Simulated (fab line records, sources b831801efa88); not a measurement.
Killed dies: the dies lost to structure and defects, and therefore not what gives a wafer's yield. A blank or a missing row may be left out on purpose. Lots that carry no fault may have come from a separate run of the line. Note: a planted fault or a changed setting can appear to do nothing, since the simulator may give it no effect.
Which tool is to blame? :: flow sky130 :: route of 708 steps, sampled at 1 step: 11 lots, 33 wafers

WHAT EACH GAUGE READ, for each wafer
SKY_LI_CONTACT_BOW_MEAS_03.
lot: L598
measured: day 28 13:17
on: filmMetro-03
LI_CONTACT_BOW (um): 57 52 51

lot: L599
measured: day 29 02:56
on: filmMetro-04
LI_CONTACT_BOW (um): 60 66 56

lot: L604
measured: day 30 20:16
on: filmMetro-03
LI_CONTACT_BOW (um): 47 52 57

lot: L607
measured: day 32 04:01
on: filmMetro-01
LI_CONTACT_BOW (um): 58 58 58

lot: L611
measured: day 33 11:51
on: filmMetro-01
LI_CONTACT_BOW (um): 53 52 56

lot: L612
measured: day 33 17:59
on: filmMetro-01
LI_CONTACT_BOW (um): 47 56 53

lot: L614
measured: day 34 00:38
on: filmMetro-01
LI_CONTACT_BOW (um): 44 66 57

lot: L616
measured: day 34 20:52
on: filmMetro-04
LI_CONTACT_BOW (um): 60 59 53

lot: L618
measured: day 35 09:16
on: filmMetro-03
LI_CONTACT_BOW (um): 60 67 52

lot: L619
measured: day 35 11:59
on: filmMetro-03
LI_CONTACT_BOW (um): 64 49 52

lot: L620
measured: day 35 13:20
on: filmMetro-04
LI_CONTACT_BOW (um): 47 45 50

WHICH TOOL RAN EACH LOT (tool, then ch and the chambers of the sampled wafers, then the start)
Record: no process step prior to these readings.

THE ANSWER, worked out from the rows above alone
Rule: what is usual is taken from the lots themselves. Put in order of their means at a reading, lots are off if they are a third of the lots or fewer, leave a main group of 4 or more, and stand apart from it by a gap of 3 or more times the standard deviation of the main group's means; of several such gaps the widest counts. The tables above print the reading to a certain number of digits; a main group whose means all agree to those digits is not used. A lot without any number at a reading at which 4 lots or more have one is off too. Where the step has rows for the other lots, those lots are counted as sound.
No lot is off on any of the readings shown, so nothing can be concluded from this.

WHAT THE SIMULATOR PUT IN
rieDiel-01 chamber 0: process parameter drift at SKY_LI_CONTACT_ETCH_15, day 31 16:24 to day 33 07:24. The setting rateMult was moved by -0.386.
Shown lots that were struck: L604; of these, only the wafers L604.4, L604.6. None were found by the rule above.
